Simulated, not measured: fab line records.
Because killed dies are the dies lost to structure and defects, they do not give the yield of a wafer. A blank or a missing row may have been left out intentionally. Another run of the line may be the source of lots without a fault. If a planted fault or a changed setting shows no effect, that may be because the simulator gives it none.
fab line records	flow sky130
record lots=6	wafers=18	last-day=50
route steps=708 shown LI_CONTACT@382 LOCAL_INTERCONNECT@387 PAD_OPEN@708
lots with no fault: from the same line, run without faults
start-h: the number of hours between the record's first day and the start of the first shown wafer of the lot	wait-h: how many hours have passed since the lot's step before this one	" identical to the entry in the row above	L1.1+2: one row covering several wafers at once	- no value present, or no start provided	* or withheld: withheld	< > ~ a bound
route shown NAME@n: a module of which the file shows steps, and the number in the route of the first	usual: average and standard deviation across the fault-free wafers	same: alike in all rows	chamber/n: place in a boat	sites: readings site by site	_std_site: the values' standard deviation	_edge_site: outer sites' mean less inner sites'	radius-mm: how far each site lies from the wafer's centre	mask NAME#n: copy n	behind: tool/chamber where the wafer was last shaped	hold: why the lot went on hold/how many hours it stayed there/how the hold came to an end	device: names the non-switching transistor (n, p or np)	end of line: the route-end tests of the same wafers	where a step has no rows: the recipe by itself	killed: dies that structure and defects cost at the first sort, which is not the same as the wafer's yield	map: a wafer's dies, x killed, . not, _ none there
set.NAME: setting as actually run; set.NAME@STEP: the setting as run at that earlier step	model.NAME: the simulator's own value behind a step, which no gauge read
lots at selected steps of the route; one table per step, one row per wafer
services: when a tool's chamber went out of use (start-h, in hours from the record's first day, below 0 if earlier), for how many hours, and the reason
## steps
# step SKY_LI_CONTACT_SPUTTER_20
# recipe material=TiN	target-thk-nm=20	chamber-pressure-pa=5	power-w=4000	time-s=80
# usual throttle-valve-pct=30.3/1.2
lot.wafer	tool	chamber	start-h	wait-h	throttle-valve-pct
L299.3	pvd-sputter-04	-	695.29	0.0	29.4
L299.4	"	-	"	"	32.2
L299.5	"	-	"	"	29.4
L300.2	pvd-sputter-03	-	714.91	0.0	29.5
L300.4	"	-	"	"	28.6
L300.5	"	-	"	"	29.7
L302.1	pvd-sputter-04	-	724.68	0.0	29.8
L302.4	"	-	"	"	29.6
L302.5	"	-	"	"	29.3
L314.1	pvd-sputter-04	-	861.67	0.0	32.6
L314.3	"	-	"	"	29.6
L314.5	"	-	"	"	30.6
L318.2	pvd-sputter-02	-	861.86	0.0	28.1
L318.3	"	-	"	"	31.4
L318.4	"	-	"	"	29.7
L316.2	pvd-sputter-03	-	869.32	0.0	32.1
L316.4	"	-	"	"	29.6
L316.6	"	-	"	"	29.3
# step SKY_LI_CONTACT_CVD_21
# recipe material=W	target-thk-nm=400	time-s=120.56	temp-c=400	pressure-torr=40
# usual heater-power-w=816/110
lot.wafer	tool	chamber	start-h	wait-h	heater-power-w
L299.3	cvd-w-02	0	695.46	0.1	774
L299.4	"	1	"	"	698
L299.5	"	0	"	"	780
L300.2	cvd-w-02	0	714.97	0.0	777
L300.4	"	0	"	"	753
L300.5	"	1	"	"	700
L302.1	cvd-w-02	0	724.74	0.0	770
L302.4	"	0	"	"	771
L302.5	"	1	"	"	708
L314.1	cvd-w-01	1	861.73	0.0	976
L314.3	"	1	"	"	993
L314.5	"	1	"	"	998
L318.2	cvd-w-02	1	861.92	0.0	704
L318.3	"	1	"	"	714
L318.4	"	0	"	"	784
L316.2	cvd-w-01	0	869.38	0.0	908
L316.4	"	1	"	"	959
L316.6	"	0	"	"	922
# step SKY_LI_CONTACT_RS_MEAS_22
# recipe thk-meas-gauge=four-point-probe	reads=W_of_LI_CONTACT_CVD_21+TiN_of_LI_CONTACT_SPUTTER_20+Ti_of_LI_CONTACT_SPUTTER_19
# usual LI_CONTACT_W_RS=0.286/0.0031
lot.wafer	tool	chamber	start-h	wait-h	LI_CONTACT_W_RS[ohm/sq]
L299.3	film-metro-01	-	695.59	0.1	0.282
L299.4	"	-	"	"	0.286
L299.5	"	-	"	"	0.284
L300.2	film-metro-04	-	715.11	0.1	0.288
L300.4	"	-	"	"	0.289
L300.5	"	-	"	"	0.291
L302.1	film-metro-02	-	724.87	0.1	0.286
L302.4	"	-	"	"	0.283
L302.5	"	-	"	"	0.290
L314.1	film-metro-01	-	861.98	0.2	0.285
L314.3	"	-	"	"	0.284
L314.5	"	-	"	"	0.284
L318.2	film-metro-04	-	862.06	0.1	0.285
L318.3	"	-	"	"	0.284
L318.4	"	-	"	"	0.284
L316.2	film-metro-04	-	869.52	0.1	0.288
L316.4	"	-	"	"	0.283
L316.6	"	-	"	"	0.288
# step SKY_LI_CONTACT_THK_MEAS_23
# recipe thk-meas-gauge=xrf	reads=W_of_LI_CONTACT_CVD_21
# usual LI_CONTACT_W_THK=405/8.7
lot.wafer	tool	chamber	start-h	wait-h	LI_CONTACT_W_THK[nm]
L299.3	film-metro-01	-	695.69	0.1	407
L299.4	"	-	"	"	402
L299.5	"	-	"	"	400
L300.2	film-metro-04	-	715.22	0.1	397
L300.4	"	-	"	"	394
L300.5	"	-	"	"	394
L302.1	film-metro-02	-	724.99	0.1	409
L302.4	"	-	"	"	413
L302.5	"	-	"	"	403
L314.1	film-metro-01	-	862.10	0.1	412
L314.3	"	-	"	"	417
L314.5	"	-	"	"	416
L318.2	film-metro-04	-	862.17	0.1	397
L318.3	"	-	"	"	396
L318.4	"	-	"	"	399
L316.2	film-metro-04	-	869.63	0.1	396
L316.4	"	-	"	"	403
L316.6	"	-	"	"	391
# step SKY_LI_CONTACT_CMP_24
# recipe stop-on=PSG	t-overpolish-s=20	down-force-psi=3.5	platen-rpm=60	target-thk-nm=0	pad-velocity-m-s=0.94248
# usual motor-current-A=11.3/1.2	overpolish-run-s=20.000/0.0092	time-to-endpoint-s=97/3.5
lot.wafer	tool	chamber	start-h	wait-h	motor-current-A	overpolish-run-s	time-to-endpoint-s
L299.3	cmp-02	2	695.90	0.2	14.0	20.008	96
L299.4	"	0	"	"	10.3	19.996	95
L299.5	"	2	"	"	13.4	19.987	92
L300.4	cmp-02	1	715.37	0.1	10.7	20.009	100
L300.2	"	2	"	"	13.2	20.010	96
L300.5	"	3	"	"	11.0	19.994	98
L302.4	cmp-01	3	725.35	0.3	11.3	20.004	100
L302.1	"	1	"	"	11.7	19.996	100
L302.5	"	2	"	"	10.7	20.009	100
L314.1	cmp-01	1	862.16	0.1	11.9	20.015	101
L314.3	"	2	"	"	10.7	20.018	103
L314.5	"	1	"	"	12.2	19.998	101
L318.3	cmp-02	3	862.22	0.0	11.1	19.992	96
L318.4	"	1	"	"	9.6	20.001	98
L318.2	"	2	"	"	13.0	20.003	93
L316.2	cmp-02	1	869.91	0.3	9.9	19.995	98
L316.4	"	3	"	"	11.1	20.003	101
L316.6	"	1	"	"	10.2	20.014	99
# step SKY_LOCAL_INTERCONNECT_SPUTTER_00
# recipe material=TiN	target-thk-nm=100	temp-c=300	power-w=6500	time-s=83.3	chamber-pressure-pa=0.4
# usual throttle-valve-pct=30.3/0.94
lot.wafer	tool	chamber	start-h	wait-h	throttle-valve-pct
L299.3	pvd-sputter-01	-	696.20	0.2	31.0
L299.4	"	-	"	"	31.1
L299.5	"	-	"	"	30.9
L300.2	pvd-sputter-01	-	715.57	0.1	30.7
L300.4	"	-	"	"	30.8
L300.5	"	-	"	"	31.0
L302.1	pvd-sputter-01	-	725.60	0.1	29.7
L302.4	"	-	"	"	31.2
L302.5	"	-	"	"	31.0
L314.1	pvd-sputter-01	-	862.46	0.2	31.5
L314.3	"	-	"	"	30.8
L314.5	"	-	"	"	29.9
L318.2	pvd-sputter-04	-	862.52	0.1	29.9
L318.3	"	-	"	"	29.5
L318.4	"	-	"	"	32.4
L316.2	pvd-sputter-01	-	870.16	0.2	30.0
L316.4	"	-	"	"	30.9
L316.6	"	-	"	"	30.0
# step SKY_LOCAL_INTERCONNECT_RS_MEAS_01
# recipe thk-meas-gauge=four-point-probe	reads=TiN_of_LOCAL_INTERCONNECT_SPUTTER_00
# usual LOCAL_INTERCONNECT_TIN_RS=14.09/0.16
lot.wafer	tool	chamber	start-h	wait-h	LOCAL_INTERCONNECT_TIN_RS[ohm/sq]
L299.3	film-metro-03	-	696.30	0.1	14.26
L299.4	"	-	"	"	14.20
L299.5	"	-	"	"	14.19
L300.2	film-metro-02	-	715.66	0.1	13.93
L300.4	"	-	"	"	13.99
L300.5	"	-	"	"	14.04
L302.1	film-metro-02	-	725.66	0.0	14.07
L302.4	"	-	"	"	14.23
L302.5	"	-	"	"	14.11
L314.1	film-metro-03	-	862.52	0.0	14.19
L314.3	"	-	"	"	14.17
L314.5	"	-	"	"	14.07
L318.2	film-metro-02	-	862.61	0.1	14.06
L318.3	"	-	"	"	14.36
L318.4	"	-	"	"	14.42
L316.2	film-metro-01	-	870.24	0.1	13.87
L316.4	"	-	"	"	14.00
L316.6	"	-	"	"	13.89
# step SKY_LOCAL_INTERCONNECT_THK_MEAS_02
# recipe thk-meas-gauge=xrf	reads=TiN_of_LOCAL_INTERCONNECT_SPUTTER_00
# usual LOCAL_INTERCONNECT_TIN_THK=100.1/1.1
lot.wafer	tool	chamber	start-h	wait-h	LOCAL_INTERCONNECT_TIN_THK[nm]
L299.3	film-metro-03	-	696.40	0.1	98.7
L299.4	"	-	"	"	99.5
L299.5	"	-	"	"	99.6
L300.2	film-metro-02	-	715.77	0.1	100.6
L300.4	"	-	"	"	100.5
L300.5	"	-	"	"	100.3
L302.1	film-metro-02	-	725.78	0.1	100.7
L302.4	"	-	"	"	99.9
L302.5	"	-	"	"	100.4
L314.1	film-metro-03	-	862.64	0.1	99.5
L314.3	"	-	"	"	99.6
L314.5	"	-	"	"	100.2
L318.2	film-metro-02	-	862.72	0.1	100.6
L318.3	"	-	"	"	99.4
L318.4	"	-	"	"	98.8
L316.2	film-metro-01	-	870.35	0.1	101.0
L316.4	"	-	"	"	99.6
L316.6	"	-	"	"	101.5
# step SKY_LOCAL_INTERCONNECT_DEHYDRATE_03
# recipe temp-c=200	time-s=60
# step SKY_LOCAL_INTERCONNECT_HMDS_04
# recipe prime-time-s=60	prime-temp-c=120
# step SKY_LOCAL_INTERCONNECT_COAT_05
# recipe resist=BARC	temp-c=withheld	time-s=withheld	spin-rpm=3000	resist-thk-nm=60
# step SKY_LOCAL_INTERCONNECT_COAT_06
# recipe resist=KrF-thick	spin-rpm=3000	resist-thk-nm=450
# step SKY_LOCAL_INTERCONNECT_SOFTBAKE_07
# recipe temp-c=100	time-s=90	resist=KrF-thick
# usual exhaust-pa=45.2/0.85	heater-power-total-W=57.36/0.11	run-length-s=119.25/0.2
lot.wafer	tool	chamber	start-h	wait-h	exhaust-pa	heater-power-total-W	run-length-s
L299.3	litho-track-01	0	710	-	45.3	57.49	119.16
L299.4	"	0	"	"	44.3	57.25	119.25
L299.5	"	0	"	"	45.9	57.36	119.41
L300.2	litho-track-03	0	729	-	44.0	57.42	119.46
L300.4	"	0	"	"	45.2	57.19	119.46
L300.5	"	0	"	"	44.1	57.39	119.44
L302.1	litho-track-03	0	738	-	45.1	57.25	119.67
L302.4	"	0	739	-	45.4	57.19	119.39
L302.5	"	0	"	"	46.4	57.40	119.53
L314.1	litho-track-03	0	875	-	43.5	58.09	116.38
L314.3	"	0	"	"	45.3	57.96	116.57
L314.5	"	0	"	"	45.1	57.98	116.53
L318.2	litho-track-04	0	875	-	44.1	57.22	119.31
L318.3	"	0	"	"	43.5	57.45	119.19
L318.4	"	0	"	"	44.5	57.49	118.96
L316.2	litho-track-03	0	882	-	44.9	58.10	116.41
L316.4	"	0	"	"	46.4	58.00	116.40
L316.6	"	0	"	"	45.4	57.84	116.40
# step SKY_LOCAL_INTERCONNECT_EXPOSE_08
# recipe mask-id=LI1M	na=0.8	source-shape=annular	sigma-inner=0.55	sigma-outer=0.85	target-cd-nm=170	dose-mj=28
# step SKY_PAD_OPEN_PROBE_99
# usual killed_at_M0_to_M3=43/7.3	killed_at_M4_up=3.0/2	killed-at-contacts=24/5.2	killed-at-front-end=15/4.4	killed-at-other=0.2/0.48	killed-dies=86/9.1	killed-open=47/7.3	killed-short=38/6.4
# same gross-dies=492	killed-at-back-side=0
lot.wafer	tool	chamber	start-h	wait-h	killed_at_M0_to_M3	killed_at_M4_up	killed-at-contacts	killed-at-front-end	killed-at-other	killed-dies	killed-open	killed-short
L299.3	prober-02	-	1090.64	0.2	35	2	38	16	0	91	62	29
L299.4	prober-02	-	1090.69	0.2	44	6	29	13	1	93	49	41
L299.5	prober-02	-	1090.74	0.2	44	3	36	20	1	104	45	56
L300.2	prober-01	-	1105.30	0.1	53	6	29	18	0	106	63	43
L300.4	prober-01	-	1105.40	0.2	52	3	19	22	0	96	55	41
L300.5	prober-01	-	1105.45	0.2	39	1	18	17	1	76	39	37
L302.1	prober-01	-	1110.77	0.1	55	5	19	16	0	95	58	37
L302.4	prober-01	-	1110.92	0.2	41	5	25	16	0	87	54	33
L302.5	prober-01	-	1110.97	0.2	57	0	25	14	0	96	61	35
L314.1	prober-01	-	1203.81	0.1	54	3	19	12	0	88	50	38
L314.3	prober-01	-	1203.91	0.2	34	4	30	9	0	77	43	34
L314.5	prober-01	-	1204.01	0.2	50	3	26	8	0	87	53	33
L316.2	prober-01	-	1207.73	0.1	54	0	22	10	1	87	46	41
L316.4	prober-01	-	1207.83	0.2	36	3	18	16	0	73	32	41
L316.6	prober-01	-	1207.93	0.2	47	7	23	14	0	91	49	42
# killed by level:class
L299.3 LI_CONTACT:geometric-particle:open=15 CONTACT:geometric-particle:open=12 VIA2:geometric-particle:open=9 VIA3:geometric-particle:open=8 FIELD_ISO:geometric-particle:open=6 VIA1:geometric-particle:open=6 METAL1:geometric-particle:short=4 LI_CONTACT:geometric-particle:short=4
L299.4 CONTACT:geometric-particle:open=15 METAL1:geometric-particle:short=9 VIA1:geometric-particle:open=9 VIA1:geometric-particle:short=9 VIA2:geometric-particle:open=6 LI_CONTACT:geometric-particle:open=6 METAL4:geometric-particle:short=4 FIELD_ISO:geometric-particle:open=3
L299.5 VIA1:geometric-particle:open=13 CONTACT:geometric-particle:open=10 CONTACT:geometric-particle:short=9 LI_CONTACT:geometric-particle:open=6 LI_CONTACT:geometric-particle:short=5 VIA1:geometric-particle:short=5 POLY_GATE:geometric-particle:short=5 LOCAL_INTERCONNECT:geometric-particle:short=5
L300.2 VIA1:geometric-particle:open=18 CONTACT:geometric-particle:open=10 LI_CONTACT:geometric-particle:open=7 VIA3:geometric-particle:open=7 VIA2:geometric-particle:open=7 FIELD_ISO:geometric-particle:short=5 SPACER:geometric-particle:short=4 LOCAL_INTERCONNECT:geometric-particle:short=4
L300.4 VIA3:geometric-particle:open=12 VIA2:geometric-particle:open=11 CONTACT:geometric-particle:open=8 VIA1:geometric-particle:open=8 METAL2:geometric-particle:short=8 FIELD_ISO:geometric-particle:short=7 LI_CONTACT:geometric-particle:open=6 METAL1:geometric-particle:short=6
L300.5 VIA1:geometric-particle:open=8 LI_CONTACT:geometric-particle:open=6 SPACER:geometric-particle:short=5 CONTACT:geometric-particle:open=5 VIA2:geometric-particle:open=5 VIA3:geometric-particle:open=5 POLY_GATE:geometric-particle:short=4 LOCAL_INTERCONNECT:geometric-particle:short=4
L302.1 VIA1:geometric-particle:open=18 CONTACT:geometric-particle:open=8 VIA1:geometric-particle:short=7 VIA3:geometric-particle:open=6 FIELD_ISO:geometric-particle:open=5 VIA2:geometric-particle:short=5 VIA2:geometric-particle:open=5 POLY_GATE:geometric-particle:open=4
L302.4 VIA2:geometric-particle:open=10 VIA3:geometric-particle:open=9 LI_CONTACT:geometric-particle:open=8 CONTACT:geometric-particle:open=8 VIA1:geometric-particle:open=7 POLY_GATE:geometric-particle:open=5 POLY_GATE:geometric-particle:short=4 CONTACT:geometric-particle:short=4
L302.5 VIA1:geometric-particle:open=18 VIA2:geometric-particle:open=11 LI_CONTACT:geometric-particle:open=7 VIA3:geometric-particle:open=7 CONTACT:geometric-particle:short=6 CONTACT:geometric-particle:open=6 METAL2:geometric-particle:short=5 VIA1:geometric-particle:short=5
L314.1 VIA3:geometric-particle:open=8 VIA1:geometric-particle:open=8 VIA2:geometric-particle:open=8 CONTACT:geometric-particle:open=6 METAL1:geometric-particle:short=6 METAL3:geometric-particle:short=5 LI_CONTACT:geometric-particle:open=5 VIA1:geometric-particle:short=5
L314.3 LI_CONTACT:geometric-particle:open=10 CONTACT:geometric-particle:open=9 VIA3:geometric-particle:open=7 LOCAL_INTERCONNECT:geometric-particle:short=6 VIA1:geometric-particle:open=6 VIA3:geometric-particle:short=5 VIA2:geometric-particle:open=5 FIELD_ISO:geometric-particle:short=4
L314.5 VIA3:geometric-particle:open=14 CONTACT:geometric-particle:open=10 VIA1:geometric-particle:open=8 VIA2:geometric-particle:open=7 METAL1:geometric-particle:short=6 LI_CONTACT:geometric-particle:open=5 CONTACT:geometric-particle:short=5 VIA1:geometric-particle:short=5
L316.2 VIA3:geometric-particle:open=9 VIA1:geometric-particle:open=9 CONTACT:geometric-particle:open=7 METAL2:geometric-particle:short=7 LI_CONTACT:geometric-particle:open=6 VIA1:geometric-particle:short=6 VIA2:geometric-particle:short=5 VIA2:geometric-particle:open=4
L316.4 VIA2:geometric-particle:open=6 LI_CONTACT:geometric-particle:open=5 VIA1:geometric-particle:open=5 VIA3:geometric-particle:open=5 FIELD_ISO:geometric-particle:short=4 POLY_GATE:geometric-particle:short=4 LI_CONTACT:geometric-particle:short=4 CONTACT:geometric-particle:open=4
L316.6 CONTACT:geometric-particle:open=9 VIA1:geometric-particle:open=8 VIA3:geometric-particle:open=8 VIA1:geometric-particle:short=7 FIELD_ISO:geometric-particle:short=6 VIA2:geometric-particle:open=6 LI_CONTACT:geometric-particle:open=5 METAL4:geometric-particle:short=5
## services
tool	chamber	start-h	hours	kind
cvd-w-02	-	672.72	1.0	repair
pvd-sputter-04	-	689.11	0.8	repair
cvd-w-02	-	710.02	2.8	pm
pvd-sputter-04	-	715.19	2.5	repair
cmp-02	-	721.33	15.0	pm
cmp-02	-	721.96	0.5	repair
cmp-01	-	743.66	0.6	repair
cmp-02	-	744.20	4.0	pm
cvd-w-01	-	753.61	2.8	pm
cmp-02	-	780.30	1.2	repair
cmp-01	-	786.33	5.1	pm
cmp-01	-	795.24	0.8	repair
cmp-01	-	796.11	2.8	repair
cvd-w-01	1	800.20	4.9	repair
cmp-02	-	800.65	1.4	repair
cmp-02	-	806.36	3.8	pm
cmp-02	-	823.11	11.2	repair
cmp-01	-	834.58	0.5	repair
pvd-sputter-03	-	839.46	1.6	repair
pvd-sputter-04	-	847.50	3.9	repair
pvd-sputter-04	-	849.71	3.3	repair
cvd-w-01	0	854.62	10.7	repair
cmp-01	-	863.43	74.2	repair
pvd-sputter-04	-	869.93	10.5	repair
## key
first-sign step=SKY_LOCAL_INTERCONNECT_SOFTBAKE_07	reading=run-length-s	direction=down	sigmas=14	usual=*	struck=*
effect step=SKY_LOCAL_INTERCONNECT_SOFTBAKE_07	reading=heater-power-total-W	direction=up	sigmas=5.5	usual=*	struck=*
met-at SKY_LOCAL_INTERCONNECT_SOFTBAKE_07
struck-wafers L314.1,L314.3,L314.5,L316.2,L316.4,L316.6
tester-left-out L314,L316
onset-between 738 875
fault kind=process-parameter-drift	tool=litho-track-03	chamber=-	onset-h=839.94	steps=SKY_LOCAL_INTERCONNECT_SOFTBAKE_07	channel=time-s	offset=*	shape=step	end-h=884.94	acts-in=*	stated=*
# tester-left-out: of these lots the tester's yield and bins aren't shown, on N5 and GAA mostly nor the transistor test; their killed dies are dies lost to structure and defects alone, not to doping, threshold or leakage, so they don't give the yield
